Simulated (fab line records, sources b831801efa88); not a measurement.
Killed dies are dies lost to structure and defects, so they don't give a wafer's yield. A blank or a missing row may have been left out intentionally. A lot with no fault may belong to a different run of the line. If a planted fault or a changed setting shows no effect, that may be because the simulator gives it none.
A sampling plan put to the test + flow sky130 + each of the 53 faults these records tell of, on one fab line, judged from the records of the lots it struck
The plan is the line's own looks: the steps of the route at which a gauge or an inspection reads the wafer and doesn't change it. A look can be judged if struck wafers have a number there and the file gives its usual mean and standard deviation on fault-free wafers. Caught: a look later than the fault's first step finds the struck wafers' mean 4 or more of those standard deviations (sigma) from the usual mean. On the tool: here the same test is run on the tool's own readings at the fault's steps. It also counts as caught if the struck wafers ran another recipe or if their record alone is blank.

## THE FAULTS, as the simulator had put them in
1. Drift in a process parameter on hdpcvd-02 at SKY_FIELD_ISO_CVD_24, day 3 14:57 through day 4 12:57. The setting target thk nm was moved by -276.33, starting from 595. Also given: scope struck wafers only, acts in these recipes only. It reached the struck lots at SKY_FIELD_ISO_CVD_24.
2. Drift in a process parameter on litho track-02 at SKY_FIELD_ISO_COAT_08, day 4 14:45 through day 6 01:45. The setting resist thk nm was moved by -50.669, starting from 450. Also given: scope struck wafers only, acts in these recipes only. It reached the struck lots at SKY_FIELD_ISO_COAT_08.
3. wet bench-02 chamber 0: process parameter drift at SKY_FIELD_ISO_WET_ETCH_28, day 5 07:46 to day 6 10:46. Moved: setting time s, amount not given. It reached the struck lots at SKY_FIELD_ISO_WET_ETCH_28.
4. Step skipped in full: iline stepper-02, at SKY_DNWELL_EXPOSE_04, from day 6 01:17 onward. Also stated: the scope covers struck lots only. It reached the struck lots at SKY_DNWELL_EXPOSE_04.
5. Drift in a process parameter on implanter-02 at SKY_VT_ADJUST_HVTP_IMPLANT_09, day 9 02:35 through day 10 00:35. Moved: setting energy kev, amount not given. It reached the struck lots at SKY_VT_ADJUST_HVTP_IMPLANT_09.
6. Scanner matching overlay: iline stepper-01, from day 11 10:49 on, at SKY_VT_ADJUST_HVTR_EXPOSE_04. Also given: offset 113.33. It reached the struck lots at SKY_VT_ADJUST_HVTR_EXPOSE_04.
7. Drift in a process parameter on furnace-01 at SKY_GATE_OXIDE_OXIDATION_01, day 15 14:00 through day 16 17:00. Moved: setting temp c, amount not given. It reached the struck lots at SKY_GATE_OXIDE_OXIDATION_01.
8. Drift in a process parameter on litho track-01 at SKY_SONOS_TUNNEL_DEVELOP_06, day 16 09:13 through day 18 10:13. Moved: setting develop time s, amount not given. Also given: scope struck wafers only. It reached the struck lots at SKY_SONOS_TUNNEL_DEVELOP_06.
9. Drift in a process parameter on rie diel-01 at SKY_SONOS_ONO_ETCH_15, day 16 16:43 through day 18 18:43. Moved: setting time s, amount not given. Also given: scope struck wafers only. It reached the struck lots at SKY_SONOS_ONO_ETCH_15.
10. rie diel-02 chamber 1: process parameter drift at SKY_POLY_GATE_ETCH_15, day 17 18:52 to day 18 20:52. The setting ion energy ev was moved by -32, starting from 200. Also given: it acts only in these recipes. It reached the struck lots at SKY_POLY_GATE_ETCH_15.
11. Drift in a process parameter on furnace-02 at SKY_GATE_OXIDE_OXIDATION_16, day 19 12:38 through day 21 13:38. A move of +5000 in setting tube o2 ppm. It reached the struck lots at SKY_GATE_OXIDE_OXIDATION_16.
12. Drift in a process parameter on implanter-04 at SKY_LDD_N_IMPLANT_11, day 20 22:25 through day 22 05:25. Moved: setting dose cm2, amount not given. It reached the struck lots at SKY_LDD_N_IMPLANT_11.
13. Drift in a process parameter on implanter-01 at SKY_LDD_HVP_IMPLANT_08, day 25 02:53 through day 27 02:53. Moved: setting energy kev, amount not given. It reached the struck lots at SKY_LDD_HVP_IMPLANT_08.
14. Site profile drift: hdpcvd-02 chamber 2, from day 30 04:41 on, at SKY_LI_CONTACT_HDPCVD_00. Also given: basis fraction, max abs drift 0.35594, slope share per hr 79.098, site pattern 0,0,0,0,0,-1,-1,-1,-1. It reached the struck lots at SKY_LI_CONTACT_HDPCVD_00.
15. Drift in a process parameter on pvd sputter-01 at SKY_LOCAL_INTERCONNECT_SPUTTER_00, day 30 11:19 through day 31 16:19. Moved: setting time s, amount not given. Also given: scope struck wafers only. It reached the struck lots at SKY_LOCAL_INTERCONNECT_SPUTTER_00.
16. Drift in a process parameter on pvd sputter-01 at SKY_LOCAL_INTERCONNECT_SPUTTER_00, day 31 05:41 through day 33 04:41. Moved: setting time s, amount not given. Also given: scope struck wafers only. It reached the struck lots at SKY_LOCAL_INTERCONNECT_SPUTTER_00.
17. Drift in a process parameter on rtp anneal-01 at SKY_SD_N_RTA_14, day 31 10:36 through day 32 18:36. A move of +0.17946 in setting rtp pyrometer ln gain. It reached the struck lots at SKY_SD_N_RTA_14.
18. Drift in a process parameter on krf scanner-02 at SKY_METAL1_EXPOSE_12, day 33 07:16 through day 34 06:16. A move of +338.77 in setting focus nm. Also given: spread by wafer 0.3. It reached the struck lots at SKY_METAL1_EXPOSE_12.
19. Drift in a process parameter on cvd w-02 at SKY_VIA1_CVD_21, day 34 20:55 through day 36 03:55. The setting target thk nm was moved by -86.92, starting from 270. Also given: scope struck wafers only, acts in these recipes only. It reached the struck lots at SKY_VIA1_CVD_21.
20. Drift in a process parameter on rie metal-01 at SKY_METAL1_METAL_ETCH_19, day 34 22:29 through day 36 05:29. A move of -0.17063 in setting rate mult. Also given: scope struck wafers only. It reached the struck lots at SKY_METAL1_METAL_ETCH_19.
21. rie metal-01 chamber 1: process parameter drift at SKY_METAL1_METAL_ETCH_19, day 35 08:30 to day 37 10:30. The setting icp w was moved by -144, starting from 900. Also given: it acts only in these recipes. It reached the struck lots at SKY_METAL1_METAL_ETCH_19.
22. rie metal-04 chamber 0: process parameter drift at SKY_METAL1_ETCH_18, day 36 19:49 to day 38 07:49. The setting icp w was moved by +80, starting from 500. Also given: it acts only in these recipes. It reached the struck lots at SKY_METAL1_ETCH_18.
23. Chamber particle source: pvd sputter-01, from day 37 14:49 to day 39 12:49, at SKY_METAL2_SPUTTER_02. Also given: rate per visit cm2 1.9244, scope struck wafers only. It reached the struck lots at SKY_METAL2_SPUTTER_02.
24. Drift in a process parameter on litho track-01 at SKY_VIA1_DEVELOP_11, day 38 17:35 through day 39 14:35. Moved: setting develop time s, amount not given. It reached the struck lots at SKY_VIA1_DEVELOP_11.
25. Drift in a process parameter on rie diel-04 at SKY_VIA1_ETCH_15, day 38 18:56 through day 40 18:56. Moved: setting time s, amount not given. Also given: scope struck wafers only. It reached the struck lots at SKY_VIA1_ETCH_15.
26. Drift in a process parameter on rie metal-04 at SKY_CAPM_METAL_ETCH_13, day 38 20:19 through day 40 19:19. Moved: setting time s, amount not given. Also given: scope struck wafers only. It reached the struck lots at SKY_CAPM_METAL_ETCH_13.
27. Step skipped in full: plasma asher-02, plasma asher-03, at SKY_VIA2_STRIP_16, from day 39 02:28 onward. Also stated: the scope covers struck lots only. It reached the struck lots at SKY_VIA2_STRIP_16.
28. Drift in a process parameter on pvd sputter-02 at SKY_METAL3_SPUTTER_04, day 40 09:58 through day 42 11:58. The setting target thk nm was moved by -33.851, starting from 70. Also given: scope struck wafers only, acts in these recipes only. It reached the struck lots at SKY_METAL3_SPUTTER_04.
29. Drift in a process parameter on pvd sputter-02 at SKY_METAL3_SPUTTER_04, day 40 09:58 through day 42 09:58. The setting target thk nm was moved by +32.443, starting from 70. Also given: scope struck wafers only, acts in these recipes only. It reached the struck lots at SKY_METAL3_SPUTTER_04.
30. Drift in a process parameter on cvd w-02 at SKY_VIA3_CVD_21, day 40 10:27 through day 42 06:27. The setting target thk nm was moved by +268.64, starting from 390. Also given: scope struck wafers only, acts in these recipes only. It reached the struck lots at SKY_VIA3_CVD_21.
31. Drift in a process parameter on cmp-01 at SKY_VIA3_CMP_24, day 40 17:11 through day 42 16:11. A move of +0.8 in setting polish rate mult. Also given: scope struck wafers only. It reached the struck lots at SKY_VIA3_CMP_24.
32. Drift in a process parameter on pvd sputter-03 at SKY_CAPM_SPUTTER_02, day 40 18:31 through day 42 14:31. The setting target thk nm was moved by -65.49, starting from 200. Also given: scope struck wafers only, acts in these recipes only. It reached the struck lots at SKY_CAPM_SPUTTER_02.
33. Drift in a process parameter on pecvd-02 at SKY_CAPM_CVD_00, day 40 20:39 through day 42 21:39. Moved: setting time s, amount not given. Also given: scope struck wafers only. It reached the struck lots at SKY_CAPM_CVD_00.
34. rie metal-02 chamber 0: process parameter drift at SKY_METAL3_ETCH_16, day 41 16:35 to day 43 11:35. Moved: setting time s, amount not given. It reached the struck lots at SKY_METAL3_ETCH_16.
35. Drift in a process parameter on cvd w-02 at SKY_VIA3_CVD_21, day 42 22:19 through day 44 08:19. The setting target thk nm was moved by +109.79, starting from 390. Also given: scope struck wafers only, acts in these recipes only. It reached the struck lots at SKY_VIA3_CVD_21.
36. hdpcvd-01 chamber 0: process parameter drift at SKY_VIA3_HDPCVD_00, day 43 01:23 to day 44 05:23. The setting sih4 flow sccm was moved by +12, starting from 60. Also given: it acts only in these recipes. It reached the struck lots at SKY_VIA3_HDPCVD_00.
37. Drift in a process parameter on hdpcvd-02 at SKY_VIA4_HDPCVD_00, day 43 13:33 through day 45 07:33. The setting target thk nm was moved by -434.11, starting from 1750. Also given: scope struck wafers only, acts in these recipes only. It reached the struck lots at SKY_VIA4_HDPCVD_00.
38. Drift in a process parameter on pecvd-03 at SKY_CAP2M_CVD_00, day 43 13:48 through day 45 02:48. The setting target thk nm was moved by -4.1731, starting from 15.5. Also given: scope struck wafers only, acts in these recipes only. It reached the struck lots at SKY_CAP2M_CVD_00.
39. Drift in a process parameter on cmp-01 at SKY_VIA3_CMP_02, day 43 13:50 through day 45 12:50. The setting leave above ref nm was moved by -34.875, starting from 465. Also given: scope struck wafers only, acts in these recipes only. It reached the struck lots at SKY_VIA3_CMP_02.
40. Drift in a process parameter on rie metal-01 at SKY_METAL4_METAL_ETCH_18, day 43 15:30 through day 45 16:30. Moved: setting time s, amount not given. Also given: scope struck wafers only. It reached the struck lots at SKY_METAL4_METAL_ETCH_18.
41. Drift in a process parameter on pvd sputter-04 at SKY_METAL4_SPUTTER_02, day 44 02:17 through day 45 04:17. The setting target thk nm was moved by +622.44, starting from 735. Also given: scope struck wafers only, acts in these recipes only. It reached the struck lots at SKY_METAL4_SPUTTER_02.
42. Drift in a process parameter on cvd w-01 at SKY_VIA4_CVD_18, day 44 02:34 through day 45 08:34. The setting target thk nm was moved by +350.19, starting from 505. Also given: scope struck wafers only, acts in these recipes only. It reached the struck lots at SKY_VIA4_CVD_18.
43. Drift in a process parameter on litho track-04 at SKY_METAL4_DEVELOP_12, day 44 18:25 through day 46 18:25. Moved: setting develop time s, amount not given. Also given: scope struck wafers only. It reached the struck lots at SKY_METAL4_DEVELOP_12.
44. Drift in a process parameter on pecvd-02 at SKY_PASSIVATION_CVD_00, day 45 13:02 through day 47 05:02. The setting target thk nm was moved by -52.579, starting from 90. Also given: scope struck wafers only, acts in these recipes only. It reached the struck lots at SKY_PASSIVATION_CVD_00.
45. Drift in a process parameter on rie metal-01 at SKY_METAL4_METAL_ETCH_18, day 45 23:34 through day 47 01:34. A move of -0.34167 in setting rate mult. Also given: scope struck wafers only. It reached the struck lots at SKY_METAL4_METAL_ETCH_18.
46. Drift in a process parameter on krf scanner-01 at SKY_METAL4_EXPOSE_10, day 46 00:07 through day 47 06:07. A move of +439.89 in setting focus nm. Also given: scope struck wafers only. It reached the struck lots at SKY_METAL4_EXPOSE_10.
47. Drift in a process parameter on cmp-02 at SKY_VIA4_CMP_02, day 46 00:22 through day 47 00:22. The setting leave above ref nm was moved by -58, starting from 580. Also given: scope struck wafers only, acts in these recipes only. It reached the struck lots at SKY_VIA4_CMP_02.
48. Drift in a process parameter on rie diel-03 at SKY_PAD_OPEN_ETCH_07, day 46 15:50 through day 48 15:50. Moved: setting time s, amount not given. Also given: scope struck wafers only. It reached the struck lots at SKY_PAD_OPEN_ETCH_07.
49. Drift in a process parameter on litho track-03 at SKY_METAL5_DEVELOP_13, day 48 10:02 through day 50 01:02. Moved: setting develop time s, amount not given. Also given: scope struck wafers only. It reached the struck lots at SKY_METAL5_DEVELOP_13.
50. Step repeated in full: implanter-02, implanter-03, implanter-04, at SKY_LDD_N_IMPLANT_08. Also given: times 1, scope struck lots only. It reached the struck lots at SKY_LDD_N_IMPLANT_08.
51. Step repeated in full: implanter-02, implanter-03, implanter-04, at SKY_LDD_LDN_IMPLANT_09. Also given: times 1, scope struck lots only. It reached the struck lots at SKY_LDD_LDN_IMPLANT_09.
52. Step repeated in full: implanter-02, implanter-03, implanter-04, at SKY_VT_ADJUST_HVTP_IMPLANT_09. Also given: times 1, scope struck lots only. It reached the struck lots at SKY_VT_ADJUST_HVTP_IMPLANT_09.
53. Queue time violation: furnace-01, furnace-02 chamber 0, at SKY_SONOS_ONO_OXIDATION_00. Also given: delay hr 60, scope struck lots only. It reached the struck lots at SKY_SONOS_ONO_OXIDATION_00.

## WHAT THE PLAN SAW
| fault | on the tool itself                               | first look that catches it                      | reading, sigma                                                      | median hours from its first step to that look | hours from the fault's start to the first struck lot there | judged looks passed uncaught |
|-------|--------------------------------------------------|-------------------------------------------------|---------------------------------------------------------------------|-----------------------------------------------|------------------------------------------------------------|------------------------------|
| 1     | no reading that can be judged                    | SKY_FIELD_ISO_THK_MEAS_25                       | FIELD_ISO_CVD_24_THK -45                                            | 0.1                                           | 5                                                          | 0                            |
| 2     | no reading that can be judged                    | none of the 3 looks that can be judged after it | -                                                                   | -                                             | -                                                          | 3                            |
| 3     | run length s -8.1 sigma                          | none of the 4 looks that can be judged after it | -                                                                   | -                                             | -                                                          | 4                            |
| 4     | no reading that can be judged                    | SKY_DNWELL_TW_MEAS_09                           | DNWELL_TW -99 or beyond                                             | 9.8                                           | 14                                                         | 0                            |
| 5     | beam energy keV -99 or beyond sigma              | not the one look that can be judged after it    | strongest: VT_ADJUST_HVTP_TW at SKY_VT_ADJUST_HVTP_TW_MEAS_11, -3.7 | -                                             | -                                                          | 1                            |
| 6     | under 2 sigma                                    | SKY_VT_ADJUST_HVTR_OVL_MEAS_08                  | VT_ADJUST_HVTR_OVL +80                                              | 11.7                                          | 15                                                         | 0                            |
| 7     | tube center temp C +99 or beyond sigma           | SKY_GATE_OXIDE_THK_MEAS_02                      | GATE_OXIDE_OXIDATION_00_THK +11                                     | 1.4                                           | 6                                                          | 0                            |
| 8     | under 2 sigma                                    | SKY_SONOS_TUNNEL_TW_MEAS_12                     | SONOS_TUNNEL_TW -99 or beyond                                       | 0.8                                           | 7                                                          | 0                            |
| 9     | under 2 sigma                                    | no look after it can be judged                  | -                                                                   | -                                             | -                                                          | 0                            |
| 10    | under 2 sigma                                    | no look after it can be judged                  | -                                                                   | -                                             | -                                                          | 0                            |
| 11    | under 2 sigma                                    | no look after it can be judged                  | -                                                                   | -                                             | -                                                          | 0                            |
| 12    | dose ions cm2 -99 or beyond sigma                | no look after it can be judged                  | -                                                                   | -                                             | -                                                          | 0                            |
| 13    | beam energy keV +99 or beyond sigma              | SKY_LDD_HVP_TW_MEAS_10                          | LDD_HVP_TW +5.5                                                     | 0.2                                           | 10                                                         | 0                            |
| 14    | under 2 sigma                                    | SKY_LI_CONTACT_THK_MEAS_01                      | LI_CONTACT_HDPCVD_THK -16                                           | 0.1                                           | 7                                                          | 0                            |
| 15    | under 2 sigma                                    | SKY_LOCAL_INTERCONNECT_RS_MEAS_01               | LOCAL_INTERCONNECT_TIN_RS +99 or beyond                             | 0.1                                           | 4                                                          | 0                            |
| 16    | under 2 sigma                                    | SKY_LOCAL_INTERCONNECT_RS_MEAS_01               | LOCAL_INTERCONNECT_TIN_RS +13                                       | 0.1                                           | 2                                                          | 0                            |
| 17    | lamp power pct -13 sigma                         | SKY_SD_N_RS_MEAS_16                             | SD_N_RS +22                                                         | 0.2                                           | 6                                                          | 0                            |
| 18    | under 2 sigma                                    | SKY_METAL1_CD_MEAS_15                           | cd nm -54                                                           | 13.7                                          | 21                                                         | 0                            |
| 19    | under 2 sigma                                    | SKY_VIA1_RS_MEAS_22                             | VIA1_W_RS +50                                                       | 0.1                                           | 3                                                          | 0                            |
| 20    | under 2 sigma                                    | not the one look that can be judged after it    | -                                                                   | -                                             | -                                                          | 1                            |
| 21    | rf fwd power W -42 sigma                         | no look after it can be judged                  | -                                                                   | -                                             | -                                                          | 0                            |
| 22    | rf fwd power W +42 sigma                         | no look after it can be judged                  | -                                                                   | -                                             | -                                                          | 0                            |
| 23    | under 2 sigma                                    | not the one look that can be judged after it    | -                                                                   | -                                             | -                                                          | 1                            |
| 24    | no reading that can be judged                    | not the one look that can be judged after it    | strongest: cd nm at SKY_VIA1_CD_MEAS_12, +2.9                       | -                                             | -                                                          | 1                            |
| 25    | run length s +13 sigma                           | no look after it can be judged                  | -                                                                   | -                                             | -                                                          | 0                            |
| 26    | run length s +6.6 sigma                          | none of the 2 looks that can be judged after it | -                                                                   | -                                             | -                                                          | 2                            |
| 27    | the tool's record is blank for the struck wafers | no look after it can be judged                  | -                                                                   | -                                             | -                                                          | 0                            |
| 28    | under 2 sigma                                    | no look after it can be judged                  | -                                                                   | -                                             | -                                                          | 0                            |
| 29    | under 2 sigma                                    | not the one look that can be judged after it    | -                                                                   | -                                             | -                                                          | 1                            |
| 30    | under 2 sigma                                    | SKY_VIA3_RS_MEAS_22                             | VIA3_W_RS -50                                                       | 0.1                                           | 3                                                          | 0                            |
| 31    | time to endpoint s -10 sigma                     | none of the 4 looks that can be judged after it | -                                                                   | -                                             | -                                                          | 4                            |
| 32    | under 2 sigma                                    | SKY_CAPM_RS_MEAS_03                             | CAPM_TIN_RS +44                                                     | 0.1                                           | 22                                                         | 0                            |
| 33    | under 2 sigma                                    | SKY_CAPM_THK_MEAS_01                            | CAPM_CVD_00_THK +16                                                 | 0.0                                           | 12                                                         | 0                            |
| 34    | run length s -41 sigma                           | no look after it can be judged                  | -                                                                   | -                                             | -                                                          | 0                            |
| 35    | under 2 sigma                                    | SKY_VIA3_RS_MEAS_22                             | VIA3_W_RS -26                                                       | 0.1                                           | 2                                                          | 0                            |
| 36    | sih4 flow sccm +63 sigma                         | SKY_VIA3_THK_MEAS_01                            | VIA3_HDPCVD_THK +18                                                 | 0.2                                           | 12                                                         | 0                            |
| 37    | no reading that can be judged                    | SKY_VIA4_THK_MEAS_01                            | VIA4_HDPCVD_THK -26                                                 | 0.2                                           | 4                                                          | 0                            |
| 38    | under 2 sigma                                    | SKY_CAP2M_THK_MEAS_01                           | CAP2M_CVD_00_THK -19                                                | 0.0                                           | 2                                                          | 0                            |
| 39    | under 2 sigma                                    | no look after it can be judged                  | -                                                                   | -                                             | -                                                          | 0                            |
| 40    | run length s +31 sigma                           | no look after it can be judged                  | -                                                                   | -                                             | -                                                          | 0                            |
| 41    | under 2 sigma                                    | not the one look that can be judged after it    | -                                                                   | -                                             | -                                                          | 1                            |
| 42    | under 2 sigma                                    | SKY_VIA4_RS_MEAS_19                             | VIA4_W_RS -40                                                       | 0.2                                           | 8                                                          | 0                            |
| 43    | no reading that can be judged                    | none of the 2 looks that can be judged after it | -                                                                   | -                                             | -                                                          | 2                            |
| 44    | under 2 sigma                                    | SKY_PASSIVATION_THK_MEAS_01                     | PASSIVATION_CVD_00_THK -47                                          | 0.0                                           | 4                                                          | 0                            |
| 45    | oes product au -14 sigma                         | no look after it can be judged                  | -                                                                   | -                                             | -                                                          | 0                            |
| 46    | under 2 sigma                                    | SKY_METAL4_CD_MEAS_13                           | cd nm -56                                                           | 9.9                                           | 14                                                         | 0                            |
| 47    | under 2 sigma                                    | not the one look that can be judged after it    | -                                                                   | -                                             | -                                                          | 1                            |
| 48    | run length s -15 sigma                           | no look after it can be judged                  | -                                                                   | -                                             | -                                                          | 0                            |
| 49    | under 2 sigma                                    | no look after it can be judged                  | -                                                                   | -                                             | -                                                          | 0                            |
| 50    | under 2 sigma                                    | SKY_LDD_N_TW_MEAS_17                            | LDD_N_TW +4.0                                                       | 1.6                                           | -                                                          | 0                            |
| 51    | no reading that can be judged                    | SKY_LDD_LDN_TW_MEAS_13                          | LDD_LDN_TW +5.1                                                     | 0.9                                           | -                                                          | 0                            |
| 52    | no reading that can be judged                    | SKY_VT_ADJUST_HVTP_TW_MEAS_11                   | VT_ADJUST_HVTP_TW +47                                               | 0.5                                           | -                                                          | 0                            |
| 53    | under 2 sigma                                    | not the one look that can be judged after it    | -                                                                   | -                                             | -                                                          | 1                            |
A dash: the fault is not caught, or the number is missing from these records.

Caught at a look: 25 of 53. Caught on the tool: 17 of 53. By one or the other: 38 of 53.
Faults 3, 5, 12, 21, 22, 25, 26, 27, 31, 34, 40, 45, 48 were caught on the tool alone.
Caught at a look alone: faults 1, 4, 6, 8, 14, 15, 16, 18, 19, 30, 32, 33, 35, 37, 38, 42, 44, 46, 50, 51, 52.
Caught by neither: faults 2, 9, 10, 11, 20, 23, 24, 28, 29, 39, 41, 43, 47, 49, 53.

## THINNER SAMPLING
Were the look that catches a fault to measure just every second or every third lot (counted by lot number), the first struck lot would, at worst, be measured this late:
| fault | struck lots at that look, in order of time | every lot | every second lot | every third lot |
|-------|--------------------------------------------|-----------|------------------|-----------------|
| 1     | L519                                       | 5 h       | may miss it      | may miss it     |
| 4     | L403, L404, L405                           | 14 h      | 19 h             | 25 h            |
| 6     | L343, L349, L351                           | 15 h      | may miss all 3   | may miss all 3  |
| 7     | L113, L114                                 | 6 h       | 19 h             | may miss all 2  |
| 8     | L627, L631, L632                           | 7 h       | 48 h             | 48 h            |
| 13    | L611, L614, L615                           | 10 h      | 35 h             | may miss all 3  |
| 14    | L964, L967                                 | 7 h       | 33 h             | may miss all 2  |
| 15    | L943, L944                                 | 4 h       | 16 h             | may miss all 2  |
| 16    | L368, L371, L373                           | 2 h       | 19 h             | may miss all 3  |
| 17    | L370, L372                                 | 6 h       | may miss all 2   | may miss all 2  |
| 18    | L190, L191                                 | 21 h      | 32 h             | may miss all 2  |
| 19    | L407                                       | 3 h       | may miss it      | may miss it     |
| 30    | L952, L953, L954                           | 3 h       | 7 h              | 11 h            |
| 32    | L237                                       | 22 h      | may miss it      | may miss it     |
| 33    | L266, L270                                 | 12 h      | may miss all 2   | may miss all 2  |
| 35    | L324, L325, L327                           | 2 h       | 13 h             | may miss all 3  |
| 36    | L788, L789                                 | 12 h      | 16 h             | may miss all 2  |
| 37    | L331, L333                                 | 4 h       | may miss all 2   | may miss all 2  |
| 38    | L465, L468, L470                           | 2 h       | 25 h             | may miss all 3  |
| 42    | L812                                       | 8 h       | may miss it      | may miss it     |
| 44    | L875, L876, L879                           | 4 h       | 7 h              | may miss all 3  |
| 46    | L800, L801                                 | 14 h      | 15 h             | may miss all 2  |
Hours: fault start to first struck lot measured. The limit of 4 sigma was tested on all struck wafers together, so one lot alone may lie under it. Other struck lots may not be in these records.

## THE LONGEST TIMED WAY FROM STEP TO LOOK
Fault 18: median gap of 13.7 hours between SKY_METAL1_EXPOSE_12 and SKY_METAL1_CD_MEAS_15. No look between them can be judged.
